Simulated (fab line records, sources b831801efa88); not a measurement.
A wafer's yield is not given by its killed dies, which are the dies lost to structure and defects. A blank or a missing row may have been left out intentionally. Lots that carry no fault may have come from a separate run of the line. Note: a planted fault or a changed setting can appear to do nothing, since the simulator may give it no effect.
Split-lot experiment || flow sky130 || route with 708 steps; 5 lots, 23 wafers read

## ABOUT THE SPLIT
At SKY_LDD_P_IMPLANT_09, the setting dose_cm2 was moved away from the recipe's 1e+13 on 10 of the 23 wafers read, by -4.2% to +7.3%. The other wafers ran this setting at the recipe's value.

## FROM SPLIT TO READING: 1 step shown by the file between the two
- SKY_LDD_P_STRIP_10: strips in O2/N2

## THE READING
LDD_P_TW, at SKY_LDD_P_TW_MEAS_11. On this fab line, fault-free wafers typically give 636.3 with a standard deviation of 2.9.

{"wafer": "L077.1", "tool, chamber at the split": "implanter-04, 0", "dose_cm2 as run": 9.575e+12, "against the recipe": "-4.2%", "LDD_P_TW": 623.8, "against lot-mates on the recipe": -8.5}
{"wafer": "L077.2", "tool, chamber at the split": "implanter-04, 0", "dose_cm2 as run": 1e+13, "against the recipe": "recipe", "LDD_P_TW": 633.4, "against lot-mates on the recipe": "-"}
{"wafer": "L077.4", "tool, chamber at the split": "implanter-04, 0", "dose_cm2 as run": 9.575e+12, "against the recipe": "-4.2%", "LDD_P_TW": 622.2, "against lot-mates on the recipe": -10.0}
{"wafer": "L077.5", "tool, chamber at the split": "implanter-04, 0", "dose_cm2 as run": 1e+13, "against the recipe": "recipe", "LDD_P_TW": 631.1, "against lot-mates on the recipe": "-"}
{"wafer": "L077.6", "tool, chamber at the split": "implanter-04, 0", "dose_cm2 as run": 9.575e+12, "against the recipe": "-4.2%", "LDD_P_TW": 625.6, "against lot-mates on the recipe": -6.6}
{"wafer": "L074.1", "tool, chamber at the split": "implanter-01, 0", "dose_cm2 as run": 1.063e+13, "against the recipe": "+6.3%", "LDD_P_TW": 648.9, "against lot-mates on the recipe": "+10.7"}
{"wafer": "L074.2", "tool, chamber at the split": "implanter-01, 0", "dose_cm2 as run": 1e+13, "against the recipe": "recipe", "LDD_P_TW": 638.4, "against lot-mates on the recipe": "-"}
{"wafer": "L074.3", "tool, chamber at the split": "implanter-01, 0", "dose_cm2 as run": 1.063e+13, "against the recipe": "+6.3%", "LDD_P_TW": 644.6, "against lot-mates on the recipe": "+6.4"}
{"wafer": "L074.4", "tool, chamber at the split": "implanter-01, 0", "dose_cm2 as run": 1e+13, "against the recipe": "recipe", "LDD_P_TW": 637.7, "against lot-mates on the recipe": "-"}
{"wafer": "L074.6", "tool, chamber at the split": "implanter-01, 0", "dose_cm2 as run": 1e+13, "against the recipe": "recipe", "LDD_P_TW": 638.6, "against lot-mates on the recipe": "-"}
{"wafer": "L075.1", "tool, chamber at the split": "implanter-02, 0", "dose_cm2 as run": 1e+13, "against the recipe": "recipe", "LDD_P_TW": 637.4, "against lot-mates on the recipe": "-"}
{"wafer": "L075.2", "tool, chamber at the split": "implanter-02, 0", "dose_cm2 as run": 1e+13, "against the recipe": "recipe", "LDD_P_TW": 636.8, "against lot-mates on the recipe": "-"}
{"wafer": "L075.6", "tool, chamber at the split": "implanter-02, 0", "dose_cm2 as run": 1e+13, "against the recipe": "recipe", "LDD_P_TW": 636.5, "against lot-mates on the recipe": "-"}
{"wafer": "L079.1", "tool, chamber at the split": "implanter-01, 0", "dose_cm2 as run": 1e+13, "against the recipe": "recipe", "LDD_P_TW": 641.0, "against lot-mates on the recipe": "-"}
{"wafer": "L079.2", "tool, chamber at the split": "implanter-01, 0", "dose_cm2 as run": 1.068e+13, "against the recipe": "+6.8%", "LDD_P_TW": 650.1, "against lot-mates on the recipe": "+12.2"}
{"wafer": "L079.4", "tool, chamber at the split": "implanter-01, 0", "dose_cm2 as run": 1e+13, "against the recipe": "recipe", "LDD_P_TW": 634.8, "against lot-mates on the recipe": "-"}
{"wafer": "L079.5", "tool, chamber at the split": "implanter-01, 0", "dose_cm2 as run": 1e+13, "against the recipe": "recipe", "LDD_P_TW": 638.0, "against lot-mates on the recipe": "-"}
{"wafer": "L079.6", "tool, chamber at the split": "implanter-01, 0", "dose_cm2 as run": 1.068e+13, "against the recipe": "+6.8%", "LDD_P_TW": 646.9, "against lot-mates on the recipe": "+9.0"}
{"wafer": "L083.1", "tool, chamber at the split": "implanter-02, 0", "dose_cm2 as run": 1.073e+13, "against the recipe": "+7.3%", "LDD_P_TW": 654.2, "against lot-mates on the recipe": "+14.0"}
{"wafer": "L083.2", "tool, chamber at the split": "implanter-02, 0", "dose_cm2 as run": 1e+13, "against the recipe": "recipe", "LDD_P_TW": 640.6, "against lot-mates on the recipe": "-"}
{"wafer": "L083.4", "tool, chamber at the split": "implanter-02, 0", "dose_cm2 as run": 1.073e+13, "against the recipe": "+7.3%", "LDD_P_TW": 656.0, "against lot-mates on the recipe": "+15.8"}
{"wafer": "L083.5", "tool, chamber at the split": "implanter-02, 0", "dose_cm2 as run": 1e+13, "against the recipe": "recipe", "LDD_P_TW": 639.8, "against lot-mates on the recipe": "-"}
{"wafer": "L083.6", "tool, chamber at the split": "implanter-02, 0", "dose_cm2 as run": 1.073e+13, "against the recipe": "+7.3%", "LDD_P_TW": 654.4, "against lot-mates on the recipe": "+14.2"}

THE FIT
A straight line over all 23 wafers: LDD_P_TW changes by +2.25 for each +1% of dose_cm2; r = +0.94; the points scatter about the line by 3.2.
The same after taking each lot's own level away (the mean of its wafers on the recipe; 23 wafers): +1.78 for each +1%; r = +0.97; scatter 1.9.
The reading moves by 13 for the largest change in dose_cm2, on that fit.
From 632.25 to 640.20: that is the span of the lots' own levels, equal to 2.7 times the standard deviation above.
So the lot-to-lot level changes the slope: the two fits differ.
Check: with one of the wafers moved furthest among these (+7.3%) left out of the fit, the line predicts +12.6 for it against its lot-mates. Against them it came out at +14.

## THESE WAFERS: OTHER SPLITS
These wafers also went through other splits before the reading. Each is held against what the fit with the lots' levels taken away leaves over:
{"other split on the same wafers": "SKY_POLY_GATE_IMPLANT_02 energy_kev", "wafers away from the commonest value": 9, "r with LDD_P_TW (lot level and that fit taken away)": -0.46}

## THE FILE'S OWN FIT
LDD_P_TW changes by +1.71 for each +1% of dose_cm2, r = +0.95.
